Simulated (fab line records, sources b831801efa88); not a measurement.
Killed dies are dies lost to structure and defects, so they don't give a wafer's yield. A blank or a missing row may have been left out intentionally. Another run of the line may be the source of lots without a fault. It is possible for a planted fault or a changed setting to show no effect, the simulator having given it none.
fab line records	flow gf180mcu
record lots=24	wafers=72	lastDay=34
route steps=602 shown CONTACT@305 M2@368 M4@470 V4@480 MIM@503 PASSIVATION@588
lots that met no fault: taken from a fault-free run of the same line
startH: hours from the record's opening day to when the first of the lot's shown wafers began	waitH: how many hours have passed since the lot's step before this one	" identical to the entry in the row above	L1.1+2: one row covering several wafers at once	- no value present, or no start provided	* or withheld: withheld	< > ~ a bound
route shown NAME@n: names a module that has steps shown in the file, with the first one's number in the route	usual: the fault-free wafers' mean and standard deviation	same: alike in all rows	chamber/n: place in a boat	sites: per-site readings	_std_site: standard deviation across them	_edge_site: the outer-site mean with the inner-site mean subtracted	radiusMm: how far each site lies from the wafer's centre	mask NAME#n: copy n	behind: the most recent tool/chamber to have shaped the wafer	hold: what put the lot on hold/how long, in hours/how the hold closed	device: whichever transistor did not switch (one of n, p or np)	end of line: tests of these same wafers at the route's end	a step given without rows: its recipe and nothing more	killed: dies lost to structure and defects at the first sort, not the wafer's yield	map: per-die view of a wafer (x killed, . not killed, _ where there is no die)
set.NAME: the run value of the setting; set.NAME@STEP: its run value at that earlier step	model.NAME: the simulator's own value behind a step, which no gauge read
a sample of lots followed through the steps of the route, with each step as a table and each wafer as a row
services: the hour from which a tool's chamber was out of use, counted from the record's first day as startH (under 0 if before that day), plus the number of hours and why
## steps
# step GF_CONTACT_STRIP_18
# recipe chemistry=O2/N2	powerW=1400	pressureMtorr=1500	platenTempC=250	o2FlowSccm=3000	n2FlowSccm=300	overashFraction=0.5
# usual chamberPressureMTorr=1500.1/1.4	drypumpMotorCurrentA=5.5/0.41	heaterPowerW=320/35	o2FlowSccm=2999/9.3	oesProductAu=0.580/0.0053
lot.wafer	tool	chamber	startH	waitH	chamberPressureMTorr	drypumpMotorCurrentA	heaterPowerW	o2FlowSccm	oesProductAu	rfHoursCounterH
L074.2	plasmaAsher-02	1	364.78	-	1502.4	5.0	305	3001	0.570	53
L074.3	"	0	"	"	1498.3	5.6	350	2993	0.579	-
L074.6	"	0	"	"	1499.6	5.6	344	2992	0.573	-
L075.1	plasmaAsher-02	1	369.68	-	1500.3	4.9	298	2993	0.581	54
L075.5	"	1	"	"	1499.3	5.0	304	2997	0.568	-
L075.6	"	0	"	"	1499.3	5.6	350	3017	0.574	-
L076.4	plasmaAsher-03	1	385.98	-	1497.7	5.9	298	2975	0.579	-
L076.5	"	0	"	"	1500.2	5.2	302	2999	0.572	-
L076.6	"	1	"	"	1498.8	5.8	292	2982	0.574	-
L077.1	plasmaAsher-03	0	393.18	-	1500.7	5.2	302	2994	0.585	69
L077.3	"	0	"	"	1497.2	5.2	302	2983	0.586	-
L077.5	"	1	"	"	1498.8	5.8	290	3011	0.583	-
L079.1	plasmaAsher-02	0	405.00	-	1499.8	5.6	354	2999	0.571	58
L079.2	"	1	"	"	1499.4	5.0	302	3013	0.578	58
L079.3	"	0	"	"	1501.3	5.6	346	2996	0.582	-
L078.2	plasmaAsher-02	0	408.93	-	1498.5	5.6	354	2993	0.584	58
L078.5	"	1	"	"	1502.6	5.0	294	2995	0.576	-
L078.6	"	0	"	"	1502.7	5.6	347	2999	0.580	-
L080.2	plasmaAsher-03	0	415.78	-	1499.8	5.2	303	2988	0.580	72
L080.4	"	0	"	"	1501.4	5.2	298	2994	0.578	-
L080.5	"	1	"	"	1497.6	5.9	281	2989	0.583	-
L081.2	plasmaAsher-02	1	425.00	-	1499.6	5.0	295	2996	0.592	60
L081.3	"	0	"	"	1500.9	5.6	345	3010	0.582	-
L081.4	"	1	"	"	1501.6	5.0	298	2982	0.578	-
L082.2	plasmaAsher-02	1	437.75	-	1498.3	5.0	303	3016	0.581	61
L082.5	"	0	"	"	1499.5	5.6	340	2995	0.579	-
L082.6	"	1	"	"	1501.2	5.0	297	3008	0.578	-
L083.1	plasmaAsher-03	1	445.25	-	1500.0	5.8	299	2993	0.580	1
L083.3	"	0	"	"	1500.3	5.3	289	3001	0.577	-
L083.6	"	1	"	"	1503.0	5.8	286	2986	0.587	-
L084.2	plasmaAsher-02	0	452.73	-	1500.0	5.6	349	3002	0.575	63
L084.3	"	1	"	"	1501.4	5.0	290	2999	0.577	-
L084.4	"	0	"	"	1498.4	5.6	350	3009	0.583	-
L085.1	plasmaAsher-03	0	461.58	-	1500.7	5.3	293	3008	0.585	2
L085.2	"	1	"	"	1500.0	5.8	293	3007	0.578	2
L085.6	"	1	"	"	1503.7	5.8	291	3008	0.584	-
L086.1	plasmaAsher-01	0	468.18	-	1498.3	5.8	385	2994	0.575	88
L086.3	"	1	"	"	1500.7	6.2	289	3003	0.583	-
L086.6	"	0	"	"	1500.9	5.7	387	3010	0.578	-
L087.1	plasmaAsher-01	0	476.33	-	1500.7	5.7	388	2993	0.579	89
L087.2	"	1	"	"	1499.3	6.2	294	3009	0.570	89
L087.6	"	1	"	"	1500.8	6.2	283	3004	0.575	-
L088.2	plasmaAsher-03	1	485.15	-	1500.8	5.8	295	3003	0.570	4
L088.5	"	1	"	"	1501.5	5.8	300	2992	0.576	-
L088.6	"	0	"	"	1499.5	5.2	285	2990	0.577	-
L089.3	plasmaAsher-01	1	491.38	-	1499.8	6.2	290	2998	0.576	-
L089.4	"	0	"	"	1500.0	5.8	390	2991	0.579	-
L089.6	"	0	"	"	1499.9	5.7	385	2991	0.589	-
L090.2	plasmaAsher-02	0	501.95	-	1499.2	5.6	342	3005	0.575	68
L090.3	"	0	"	"	1500.2	5.6	353	2992	0.583	-
L090.4	"	1	"	"	1498.6	5.0	303	3007	0.581	-
L091.1	plasmaAsher-01	0	513.25	-	1500.9	5.7	396	3001	0.579	92
L091.4	"	1	"	"	1500.6	6.2	298	3006	0.576	-
L091.6	"	1	"	"	1503.0	6.2	288	2987	0.587	-
L092.1	plasmaAsher-01	0	517.53	-	1501.7	5.8	394	3014	0.574	93
L092.3	"	0	"	"	1499.8	5.7	383	3009	0.578	-
L092.6	"	0	"	"	1501.3	5.7	394	3005	0.582	-
L093.2	plasmaAsher-02	1	522.88	-	1499.9	5.0	295	2994	0.574	70
L093.5	"	0	"	"	1500.0	5.6	351	2992	0.586	-
L093.6	"	1	"	"	1496.8	4.9	295	3003	0.579	-
L094.2	plasmaAsher-01	0	534.18	-	1499.8	5.7	390	2987	0.583	95
L094.3	"	0	"	"	1501.5	5.7	380	3000	0.579	-
L094.6	"	0	"	"	1498.2	5.7	388	3007	0.579	-
L095.2	plasmaAsher-02	1	542.75	-	1498.0	4.9	299	3030	0.581	72
L095.3	"	1	"	"	1501.4	5.0	299	3005	0.576	-
L095.4	"	0	"	"	1499.5	5.6	353	3001	0.590	-
L096.3	plasmaAsher-02	0	548.91	-	1501.1	5.6	340	2986	0.585	-
L096.4	"	1	"	"	1498.8	5.0	292	3006	0.581	-
L096.5	"	1	"	"	1497.2	5.0	292	3002	0.579	-
L097.1	plasmaAsher-02	1	561.48	-	1500.7	5.0	308	3006	0.576	74
L097.3	"	0	"	"	1500.4	5.6	354	3007	0.575	-
L097.4	"	1	"	"	1502.0	5.0	293	2996	0.572	-
# step GF_M2_THK_MEAS_06
# recipe thkMeasGauge=xrf	reads=AlCu_of_M2_SPUTTER_02
# usual M2_ALCU_THK=457/7.7
lot.wafer	tool	chamber	startH	waitH	M2_ALCU_THK[nm]
L074.2	filmMetro-02	-	413.76	0.1	468
L074.3	"	-	"	"	471
L074.6	"	-	"	"	463
L075.1	filmMetro-02	-	419.99	0.1	460
L075.5	"	-	"	"	459
L075.6	"	-	"	"	459
L076.4	filmMetro-03	-	437.19	0.1	446
L076.5	"	-	"	"	449
L076.6	"	-	"	"	449
L077.1	filmMetro-02	-	445.47	0.1	465
L077.3	"	-	"	"	472
L077.5	"	-	"	"	469
L079.1	filmMetro-03	-	457.18	0.1	454
L079.2	"	-	"	"	445
L079.3	"	-	"	"	449
L078.2	filmMetro-02	-	461.52	0.1	447
L078.5	"	-	"	"	448
L078.6	"	-	"	"	454
L080.2	filmMetro-03	-	469.08	0.1	458
L080.4	"	-	"	"	455
L080.5	"	-	"	"	462
L081.2	filmMetro-03	-	478.81	0.1	449
L081.3	"	-	"	"	451
L081.4	"	-	"	"	451
L082.2	filmMetro-02	-	491.27	0.1	462
L082.5	"	-	"	"	470
L082.6	"	-	"	"	471
L083.1	filmMetro-03	-	498.24	0.1	460
L083.3	"	-	"	"	461
L083.6	"	-	"	"	469
L084.2	filmMetro-03	-	506.10	0.1	453
L084.3	"	-	"	"	450
L084.4	"	-	"	"	453
L085.1	filmMetro-03	-	514.86	0.1	447
L085.2	"	-	"	"	449
L085.6	"	-	"	"	453
L086.1	filmMetro-04	-	520.91	0.1	444
L086.3	"	-	"	"	446
L086.6	"	-	"	"	437
L087.1	filmMetro-04	-	528.37	0.1	454
L087.2	"	-	"	"	448
L087.6	"	-	"	"	452
L088.2	filmMetro-03	-	536.14	0.1	458
L088.5	"	-	"	"	462
L088.6	"	-	"	"	465
L089.3	filmMetro-03	-	543.35	0.1	453
L089.4	"	-	"	"	456
L089.6	"	-	"	"	458
L090.2	filmMetro-04	-	553.93	0.1	466
L090.3	"	-	"	"	457
L090.4	"	-	"	"	462
L091.1	filmMetro-02	-	563.36	0.1	466
L091.4	"	-	"	"	460
L091.6	"	-	"	"	459
L092.1	filmMetro-03	-	568.61	0.1	461
L092.3	"	-	"	"	459
L092.6	"	-	"	"	460
L093.2	filmMetro-03	-	573.28	0.1	456
L093.5	"	-	"	"	457
L093.6	"	-	"	"	456
L094.2	filmMetro-04	-	582.30	0.1	451
L094.3	"	-	"	"	450
L094.6	"	-	"	"	448
L095.2	filmMetro-03	-	591.85	0.1	459
L095.3	"	-	"	"	455
L095.4	"	-	"	"	457
L096.3	filmMetro-02	-	597.16	0.1	466
L096.4	"	-	"	"	454
L096.5	"	-	"	"	460
L097.1	filmMetro-02	-	609.26	0.1	464
L097.3	"	-	"	"	458
L097.4	"	-	"	"	460
# step GF_M4_CD_MEAS_14
# recipe targetCdNm=280
# usual cdNm=279.9/1.4
lot.wafer	tool	chamber	startH	waitH	cdNm
L074.2	cdSem-02	-	541.38	0.1	281.6
L074.3	"	-	"	"	279.4
L074.6	"	-	"	"	279.4
L075.1	cdSem-02	-	545.88	0.1	279.1
L075.5	"	-	"	"	278.6
L075.6	"	-	"	"	280.3
L076.4	cdSem-02	-	564.14	0.1	280.6
L076.5	"	-	"	"	279.9
L076.6	"	-	"	"	280.6
L077.1	cdSem-01	-	569.74	0.1	276.5
L077.3	"	-	"	"	277.3
L077.5	"	-	"	"	277.4
L079.1	cdSem-02	-	580.56	0.1	280.9
L079.2	"	-	"	"	280.9
L079.3	"	-	"	"	281.3
L078.2	cdSem-01	-	584.46	0.1	280.0
L078.5	"	-	"	"	279.2
L078.6	"	-	"	"	279.6
L080.2	cdSem-02	-	590.38	0.1	279.0
L080.4	"	-	"	"	278.4
L080.5	"	-	"	"	278.7
L081.2	cdSem-02	-	598.46	0.1	280.7
L081.3	"	-	"	"	280.9
L081.4	"	-	"	"	280.3
L082.2	cdSem-02	-	610.00	0.1	280.5
L082.5	"	-	"	"	280.5
L082.6	"	-	"	"	280.8
L083.1	cdSem-01	-	616.41	0.1	278.2
L083.3	"	-	"	"	278.2
L083.6	"	-	"	"	278.4
L084.2	cdSem-01	-	622.98	0.1	279.9
L084.3	"	-	"	"	280.4
L084.4	"	-	"	"	279.0
L085.1	cdSem-02	-	629.83	0.1	279.5
L085.2	"	-	"	"	279.5
L085.6	"	-	"	"	279.1
L086.1	cdSem-01	-	637.18	0.1	280.3
L086.3	"	-	"	"	280.9
L086.6	"	-	"	"	280.0
L087.1	cdSem-01	-	642.24	0.1	279.6
L087.2	"	-	"	"	280.7
L087.6	"	-	"	"	279.5
L088.2	cdSem-01	-	647.90	0.1	279.3
L088.5	"	-	"	"	280.4
L088.6	"	-	"	"	279.9
L089.3	cdSem-02	-	654.23	0.1	281.5
L089.4	"	-	"	"	281.4
L089.6	"	-	"	"	280.9
L090.2	cdSem-01	-	664.51	0.1	280.0
L090.3	"	-	"	"	281.3
L090.4	"	-	"	"	280.0
L091.1	cdSem-02	-	670.33	0.1	281.5
L091.4	"	-	"	"	281.9
L091.6	"	-	"	"	281.8
L092.1	cdSem-01	-	676.74	0.1	282.5
L092.3	"	-	"	"	282.2
L092.6	"	-	"	"	282.4
L093.2	cdSem-02	-	683.63	0.1	278.8
L093.5	"	-	"	"	277.9
L093.6	"	-	"	"	279.7
L094.2	cdSem-02	-	687.64	0.1	280.7
L094.3	"	-	"	"	282.1
L094.6	"	-	"	"	280.5
L095.2	cdSem-02	-	697.21	0.1	282.4
L095.3	"	-	"	"	281.8
L095.4	"	-	"	"	282.1
L096.3	cdSem-02	-	702.31	0.1	278.3
L096.4	"	-	"	"	278.0
L096.5	"	-	"	"	277.3
L097.1	cdSem-01	-	710.66	0.1	279.0
L097.3	"	-	"	"	279.7
L097.4	"	-	"	"	279.4
# step GF_V4_CMP_04
# recipe material=SiO2	downForcePsi=4	platenRpm=60	padVelocityMS=0.94248
# usual motorCurrentA=12.4/1.2	slurryFlowMlMin=150.0/0.51	timeToEndpointS=79/6
lot.wafer	tool	chamber	startH	waitH	motorCurrentA	slurryFlowMlMin	timeToEndpointS
L074.3	cmp-02	2	542.48	0.0	9.9	149.7	68
L074.2	"	1	"	"	13.9	150.6	83
L074.6	"	2	"	"	10.0	150.2	73
L075.1	cmp-01	1	546.99	0.1	11.6	150.4	77
L075.5	"	1	"	"	11.9	149.2	87
L075.6	"	2	"	"	14.0	151.5	74
L076.4	cmp-01	3	565.30	0.1	13.9	149.9	76
L076.5	"	2	"	"	13.5	150.7	81
L076.6	"	3	"	"	13.5	150.4	74
L077.3	cmp-02	2	571.03	0.1	9.7	150.4	70
L077.1	"	0	"	"	13.5	150.2	82
L077.5	"	2	"	"	10.1	149.9	74
L079.1	cmp-01	0	581.62	0.1	10.9	150.0	76
L079.3	"	1	"	"	11.9	150.5	79
L079.2	"	2	"	"	13.2	150.3	70
L078.2	cmp-02	2	585.55	0.1	9.9	150.6	69
L078.5	"	1	"	"	13.7	150.3	85
L078.6	"	2	"	"	10.3	149.7	78
L080.2	cmp-01	1	591.60	0.2	11.9	150.3	81
L080.4	"	2	"	"	13.7	149.4	79
L080.5	"	0	"	"	12.1	149.7	89
L081.2	cmp-02	3	599.50	0.0	11.7	150.2	73
L081.4	"	0	"	"	13.4	150.2	77
L081.3	"	1	"	"	13.9	149.8	82
L082.2	cmp-02	3	611.23	0.2	12.0	150.3	77
L082.5	"	1	"	"	13.3	149.6	90
L082.6	"	2	"	"	10.1	150.1	80
L083.1	cmp-02	3	617.47	0.1	11.8	149.6	76
L083.3	"	0	"	"	12.8	150.1	76
L083.6	"	3	"	"	12.4	150.3	84
L084.2	cmp-01	3	624.10	0.1	13.0	149.6	75
L084.3	"	0	"	"	11.6	149.1	79
L084.4	"	1	"	"	11.6	149.9	86
L085.1	cmp-01	2	630.89	0.1	13.4	149.9	69
L085.2	"	3	"	"	13.9	150.1	75
L085.6	"	3	"	"	13.6	149.7	68
L086.1	cmp-01	1	638.24	0.1	11.3	150.4	79
L086.3	"	0	"	"	11.9	149.9	85
L086.6	"	1	"	"	12.2	149.7	87
L087.2	cmp-01	1	643.40	0.1	11.9	149.1	90
L087.1	"	2	"	"	13.9	150.3	79
L087.6	"	0	"	"	10.6	150.4	96
L088.2	cmp-02	2	649.09	0.2	10.1	149.2	64
L088.5	"	3	"	"	11.7	149.4	87
L088.6	"	0	"	"	12.7	150.2	84
L089.4	cmp-01	1	655.25	0.0	11.8	149.6	83
L089.3	"	2	"	"	13.6	150.9	75
L089.6	"	2	"	"	13.6	150.2	80
L090.4	cmp-02	3	665.55	0.0	11.9	150.0	83
L090.2	"	1	"	"	13.7	149.7	86
L090.3	"	2	"	"	10.8	150.5	69
L091.1	cmp-01	0	671.64	0.2	11.3	150.8	79
L091.4	"	1	"	"	11.9	149.3	82
L091.6	"	3	"	"	12.7	148.9	76
L092.3	cmp-01	3	677.97	0.1	12.9	148.8	69
L092.1	"	0	"	"	11.8	150.1	77
L092.6	"	1	"	"	12.2	149.4	81
L093.2	cmp-01	1	684.86	0.2	11.5	150.6	81
L093.5	"	2	"	"	13.7	150.0	77
L093.6	"	3	"	"	13.0	149.1	81
L094.2	cmp-01	3	688.75	0.1	12.3	150.1	70
L094.3	"	1	"	"	12.5	150.0	75
L094.6	"	3	"	"	13.8	150.4	71
L095.3	cmp-02	0	698.26	0.0	12.9	149.5	82
L095.2	"	1	"	"	14.6	150.7	88
L095.4	"	2	"	"	9.7	149.8	73
L096.4	cmp-02	3	703.34	0.0	12.2	150.0	84
L096.3	"	0	"	"	13.1	149.9	75
L096.5	"	3	"	"	12.0	150.2	80
L097.3	cmp-01	0	712.15	0.0	11.7	149.8	80
L097.1	"	1	"	"	11.9	149.7	77
L097.4	"	3	"	"	12.8	150.0	79
# step GF_MIM_SPUTTER_00
# recipe material=Ti	targetThkNm=37.5	arrivingIonEnergyEv=80	substrateTempC=200	chamberPressurePa=2	powerW=4000	timeS=150
# usual throttleValvePct=30.4/1.2
lot.wafer	tool	chamber	startH	waitH	throttleValvePct
L074.2	pvdSputter-01	-	566.58	0.1	31.6
L074.3	"	-	"	"	30.5
L074.6	"	-	"	"	31.6
L075.1	pvdSputter-01	-	571.10	0.2	30.3
L075.5	"	-	"	"	30.7
L075.6	"	-	"	"	30.1
L076.4	pvdSputter-03	-	588.84	0.1	31.0
L076.5	"	-	"	"	30.8
L076.6	"	-	"	"	31.1
L077.1	pvdSputter-03	-	593.99	0.1	30.5
L077.3	"	-	"	"	30.9
L077.5	"	-	"	"	30.5
L079.1	pvdSputter-03	-	604.57	0.1	30.5
L079.2	"	-	"	"	30.8
L079.3	"	-	"	"	30.9
L078.2	pvdSputter-04	-	608.89	0.1	32.3
L078.5	"	-	"	"	31.4
L078.6	"	-	"	"	29.6
L080.2	pvdSputter-01	-	615.09	0.1	30.5
L080.4	"	-	"	"	31.5
L080.5	"	-	"	"	29.0
L081.2	pvdSputter-04	-	622.34	0.2	31.1
L081.3	"	-	"	"	32.2
L081.4	"	-	"	"	28.0
L082.2	pvdSputter-01	-	633.37	0.2	31.5
L082.5	"	-	"	"	31.6
L082.6	"	-	"	"	31.0
L083.1	pvdSputter-03	-	639.34	0.1	30.0
L083.3	"	-	"	"	31.0
L083.6	"	-	"	"	30.9
L084.2	pvdSputter-03	-	645.72	0.2	29.7
L084.3	"	-	"	"	31.2
L084.4	"	-	"	"	29.5
L085.1	pvdSputter-01	-	652.39	0.2	28.9
L085.2	"	-	"	"	30.2
L085.6	"	-	"	"	31.7
L086.1	pvdSputter-04	-	659.67	0.2	31.6
L086.3	"	-	"	"	29.7
L086.6	"	-	"	"	31.2
L087.1	pvdSputter-01	-	665.42	0.1	29.2
L087.2	"	-	"	"	31.4
L087.6	"	-	"	"	31.2
L088.2	pvdSputter-04	-	670.12	0.1	29.5
L088.5	"	-	"	"	28.0
L088.6	"	-	"	"	31.4
L089.3	pvdSputter-01	-	676.08	0.2	30.7
L089.4	"	-	"	"	29.0
L089.6	"	-	"	"	30.7
L090.2	pvdSputter-04	-	685.84	0.2	29.5
L090.3	"	-	"	"	32.3
L090.4	"	-	"	"	28.2
L091.1	pvdSputter-04	-	692.11	0.1	32.2
L091.4	"	-	"	"	27.8
L091.6	"	-	"	"	27.9
L092.1	pvdSputter-04	-	699.17	0.2	32.1
L092.3	"	-	"	"	29.6
L092.6	"	-	"	"	32.3
L093.2	pvdSputter-01	-	704.44	0.2	30.2
L093.5	"	-	"	"	31.0
L093.6	"	-	"	"	31.5
L094.2	pvdSputter-03	-	709.27	0.1	30.8
L094.3	"	-	"	"	31.0
L094.6	"	-	"	"	30.8
L095.2	pvdSputter-01	-	718.69	0.2	31.3
L095.3	"	-	"	"	29.1
L095.4	"	-	"	"	30.6
L096.3	pvdSputter-04	-	723.09	0.2	27.9
L096.4	"	-	"	"	32.3
L096.5	"	-	"	"	32.3
L097.1	pvdSputter-04	-	731.39	0.2	27.9
L097.3	"	-	"	"	29.3
L097.4	"	-	"	"	32.5
# step GF_PASSIVATION_THK_MEAS_01
# recipe reads=SiO2_of_PASSIVATION_CVD_00
# usual PASSIVATION_CVD_00_THK=1003/15
lot.wafer	tool	chamber	startH	waitH	PASSIVATION_CVD_00_THK[nm]
L074.2	filmMetro-01	-	653.59	0.0	987
L074.3	"	-	"	"	971
L074.6	"	-	"	"	997
L075.1	filmMetro-01	-	659.22	0.0	1023
L075.5	"	-	"	"	1011
L075.6	"	-	"	"	1039
L076.4	filmMetro-02	-	673.03	0.0	1014
L076.5	"	-	"	"	1002
L076.6	"	-	"	"	1001
L077.1	filmMetro-01	-	678.60	0.0	1001
L077.3	"	-	"	"	988
L077.5	"	-	"	"	1022
L079.1	filmMetro-04	-	686.99	0.0	1018
L079.2	"	-	"	"	1014
L079.3	"	-	"	"	991
L078.2	filmMetro-01	-	691.86	0.0	1004
L078.5	"	-	"	"	1006
L078.6	"	-	"	"	1024
L080.2	filmMetro-01	-	697.37	0.0	972
L080.4	"	-	"	"	1006
L080.5	"	-	"	"	981
L081.2	filmMetro-04	-	705.08	0.0	982
L081.3	"	-	"	"	990
L081.4	"	-	"	"	1006
L082.2	filmMetro-02	-	714.07	0.0	994
L082.5	"	-	"	"	1016
L082.6	"	-	"	"	1001
L083.1	filmMetro-02	-	720.97	0.0	1004
L083.3	"	-	"	"	1002
L083.6	"	-	"	"	1029
L084.2	filmMetro-01	-	724.93	0.0	991
L084.3	"	-	"	"	988
L084.4	"	-	"	"	1020
L085.1	filmMetro-02	-	731.50	0.0	972
L085.2	"	-	"	"	998
L085.6	"	-	"	"	1018
L086.1	filmMetro-04	-	737.29	0.0	1033
L086.3	"	-	"	"	994
L086.6	"	-	"	"	1041
L087.1	filmMetro-02	-	742.42	0.0	997
L087.2	"	-	"	"	999
L087.6	"	-	"	"	1001
L088.2	filmMetro-02	-	747.41	0.0	981
L088.5	"	-	"	"	1019
L088.6	"	-	"	"	1013
L089.3	filmMetro-01	-	750.96	0.1	979
L089.4	"	-	"	"	1025
L089.6	"	-	"	"	995
L090.2	filmMetro-02	-	762.43	0.0	1010
L090.3	"	-	"	"	988
L090.4	"	-	"	"	1039
L091.1	filmMetro-04	-	766.00	0.1	989
L091.4	"	-	"	"	1003
L091.6	"	-	"	"	1034
L092.1	filmMetro-02	-	772.50	0.0	997
L092.3	"	-	"	"	996
L092.6	"	-	"	"	1019
L093.2	filmMetro-01	-	776.96	0.0	995
L093.5	"	-	"	"	1005
L093.6	"	-	"	"	1030
L094.2	filmMetro-01	-	780.02	0.0	997
L094.3	"	-	"	"	991
L094.6	"	-	"	"	988
L095.2	filmMetro-02	-	788.88	0.0	1009
L095.3	"	-	"	"	990
L095.4	"	-	"	"	998
L096.3	filmMetro-02	-	794.70	0.1	990
L096.4	"	-	"	"	1001
L096.5	"	-	"	"	1017
L097.1	filmMetro-01	-	800.15	0.0	998
L097.3	"	-	"	"	988
L097.4	"	-	"	"	1005
## services
tool	chamber	startH	hours	kind
plasmaAsher-02	-	341.20	4.0	repair
cmp-02	-	344.08	3.4	repair
cmp-01	-	366.36	1.4	repair
cmp-01	-	371.11	1.3	repair
cmp-01	-	372.97	4.4	pm
cmp-01	-	404.02	4.0	pm
cmp-01	-	451.22	1.0	repair
pvdSputter-04	-	457.06	3.3	repair
pvdSputter-04	-	465.77	1.2	repair
cmp-02	-	510.46	0.3	repair
pvdSputter-01	-	528.56	4.4	repair
cmp-02	-	541.29	0.3	repair
plasmaAsher-02	-	557.60	2.5	repair
pvdSputter-04	-	559.59	5.6	repair
cmp-02	-	572.25	4.0	pm
pvdSputter-01	-	587.82	0.8	repair
cmp-02	-	638.93	1.1	repair
cmp-02	-	655.00	6.1	pm
pvdSputter-01	-	658.73	1.8	repair
cmp-02	-	665.92	0.8	repair
cmp-02	-	666.57	0.8	repair
pvdSputter-01	-	699.10	2.0	repair
cmp-02	-	709.49	1.1	repair
cmp-02	-	716.96	2.9	repair
## key
fault none
